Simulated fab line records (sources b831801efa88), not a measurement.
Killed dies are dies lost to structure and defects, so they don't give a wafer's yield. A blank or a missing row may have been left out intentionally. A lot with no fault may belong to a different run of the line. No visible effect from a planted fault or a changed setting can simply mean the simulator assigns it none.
fab line records -- flow sfq_line
record: lots: 13, wafers: 39, last_day: 87
route steps=325 shown M8@321
lots that met no fault: from a run of the same line without faults
start_h: hours from the record's first day to the start of the lot's first wafer shown -- wait_h: hours elapsed since this lot's preceding step -- " repeats the value in the row above -- L1.1+2: a single row standing in for several wafers -- - value missing, or start not given -- * or withheld: withheld -- < > ~ a bound
route shown NAME@n: NAME is a module with steps in the file, n the number in the route of the first one -- usual: mean and standard deviation over wafers with no fault -- same: alike in all rows -- chamber/n: place in a boat -- sites: per-site readings -- _std_site: standard deviation of those values -- _edge_site: the outer-site mean with the inner-site mean subtracted -- radius_mm: for every site, how far away it sits from the centre of the wafer -- mask NAME#n: copy n -- behind: the last tool/chamber to shape the wafer -- hold: why the lot went on hold/how many hours it stayed there/how the hold came to an end -- device: transistor that didn't switch, given as n, p or np -- end of line: the same wafers' tests at the end of the route -- where a step has no rows: the recipe by itself -- killed: at the first sort, the dies lost to defects and structure; wafer yield is something else -- map: dies across one wafer; x = killed, . = not, _ = none there
set.NAME: the setting that was run; set.NAME@STEP: the one run at that earlier step -- model.NAME: the simulator's own value behind a step, which no gauge read
steps of the route over a sample of lots; a table a step, a row a wafer
services: when a tool's chamber went out of use (start_h, in hours from the record's first day, below 0 if earlier), for how many hours, and the reason
== steps ==
step: SFQ_TRILAYER_M8_DEP_EVAP_196
recipe: material: Au, angular_spread_deg: 1, target_thk_nm: 180, time_s: 900, power_w: 2000
lot.wafer,tool,chamber,start_h,wait_h
L259.3+4+5,pvd_sputter-02,-,1790.70,0.1
L260.2+4+5,pvd_sputter-02,-,1791.90,0.1
L261.2+5+6,pvd_sputter-01,-,1797.90,0.1
L262.3+5+6,pvd_sputter-02,-,1800.33,0.1
L265.1+2+3,pvd_sputter-01,-,1807.50,0.1
L267.2+3+5,pvd_sputter-01,-,1974.33,0.1
L271.1+3+4,pvd_sputter-02,-,1983.70,0.1
L272.2+3+4,pvd_sputter-01,-,1987.30,0.1
L274.2+3+6,pvd_sputter-01,-,2000.63,0.1
L276.1+2+5,pvd_sputter-01,-,2024.49,0.1
L278.2+3+6,pvd_sputter-01,-,2041.29,0.1
L280.2+5+6,pvd_sputter-01,-,2051.02,0.1
L281.3+5+6,pvd_sputter-02,-,2096.52,0.1
step: SFQ_M8_RS_MEAS_949
recipe: thk_meas_gauge: four-point-probe, reads: Au_of_TRILAYER_M8_DEP_EVAP_196+Pt_of_TRILAYER_M8_DEP_EVAP_198+Ti_of_TRILAYER_M8_DEP_EVAP_197
usual: M8_AU_RS: 0.1548/0.0018
lot.wafer,tool,chamber,start_h,wait_h,M8_AU_RS[ohm/sq]
L259.3,film_metro-01,-,1791.25,0.3,0.1539
L259.4,film_metro-01,-,1791.25,0.3,0.1536
L259.5,film_metro-01,-,1791.25,0.3,0.1537
L260.2,film_metro-03,-,1792.43,0.3,0.1556
L260.4,film_metro-03,-,1792.43,0.3,0.1560
L260.5,film_metro-03,-,1792.43,0.3,0.1564
L261.2,film_metro-02,-,1798.43,0.3,0.1535
L261.5,film_metro-02,-,1798.43,0.3,0.1550
L261.6,film_metro-02,-,1798.43,0.3,0.1566
L262.3,film_metro-01,-,1800.95,0.3,0.1560
L262.5,film_metro-01,-,1800.95,0.3,0.1564
L262.6,film_metro-01,-,1800.95,0.3,0.1563
L265.1,film_metro-02,-,1808.01,0.3,0.1561
L265.2,film_metro-02,-,1808.01,0.3,0.1549
L265.3,film_metro-02,-,1808.01,0.3,0.1565
L267.2,film_metro-03,-,1974.87,0.3,0.1573
L267.3,film_metro-03,-,1974.87,0.3,0.1540
L267.5,film_metro-03,-,1974.87,0.3,0.1571
L271.1,film_metro-02,-,1984.22,0.3,0.1610
L271.3,film_metro-02,-,1984.22,0.3,0.1574
L271.4,film_metro-02,-,1984.22,0.3,0.1573
L272.2,film_metro-01,-,1987.84,0.3,0.1572
L272.3,film_metro-01,-,1987.84,0.3,0.1553
L272.4,film_metro-01,-,1987.84,0.3,0.1570
L274.2,film_metro-03,-,2001.16,0.3,0.1581
L274.3,film_metro-03,-,2001.16,0.3,0.1532
L274.6,film_metro-03,-,2001.16,0.3,0.1529
L276.1,film_metro-01,-,2025.01,0.3,0.1519
L276.2,film_metro-01,-,2025.01,0.3,0.1561
L276.5,film_metro-01,-,2025.01,0.3,0.1560
L278.2,film_metro-03,-,2041.83,0.3,0.1530
L278.3,film_metro-03,-,2041.83,0.3,0.1535
L278.6,film_metro-03,-,2041.83,0.3,0.1518
L280.2,film_metro-02,-,2051.55,0.3,0.1543
L280.5,film_metro-02,-,2051.55,0.3,0.1545
L280.6,film_metro-02,-,2051.55,0.3,0.1549
L281.3,film_metro-01,-,2097.07,0.3,0.1532
L281.5,film_metro-01,-,2097.07,0.3,0.1527
L281.6,film_metro-01,-,2097.07,0.3,0.1532
== services ==
tool,chamber,start_h,hours,kind
pvd_sputter-01,-,1790.55,1.2,repair
pvd_sputter-01,-,1815.82,2.4,repair
pvd_sputter-01,-,1825.76,2.8,repair
pvd_sputter-01,0,1875.80,-,consumable_replace:kit
pvd_sputter-01,0,1875.80,18.0,scheduled_down
pvd_sputter-01,0,1875.80,18.0,vent_cycle
pvd_sputter-02,-,1881.52,3.1,repair
pvd_sputter-02,-,1882.54,2.3,repair
pvd_sputter-02,-,1911.00,0.6,repair
pvd_sputter-02,-,1953.67,4.5,repair
pvd_sputter-02,1,1959.50,-,consumable_replace:kit
pvd_sputter-02,1,1959.50,18.0,scheduled_down
pvd_sputter-02,1,1959.50,18.0,vent_cycle
== key ==
first_sign: step: SFQ_M8_RS_MEAS_949, reading: M8_AU_RS, direction: up, sigmas: 3.4, usual: 0.1548, struck: 0.1610
effect none on later readings
met_at SFQ_TRILAYER_M8_DEP_EVAP_196
struck_lots L271
struck_wafers L271.1
onset_between 1800.33 1983.70
fault: kind: process_parameter_drift, tool: pvd_sputter-02, chamber: -, onset_h: 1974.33, steps: SFQ_TRILAYER_M8_DEP_EVAP_196, channel: target_thk_nm, offset: -4.4544, shape: step, end_h: 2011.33, acts_in: these_recipes_only, stated: 180, scope: struck_wafers_only
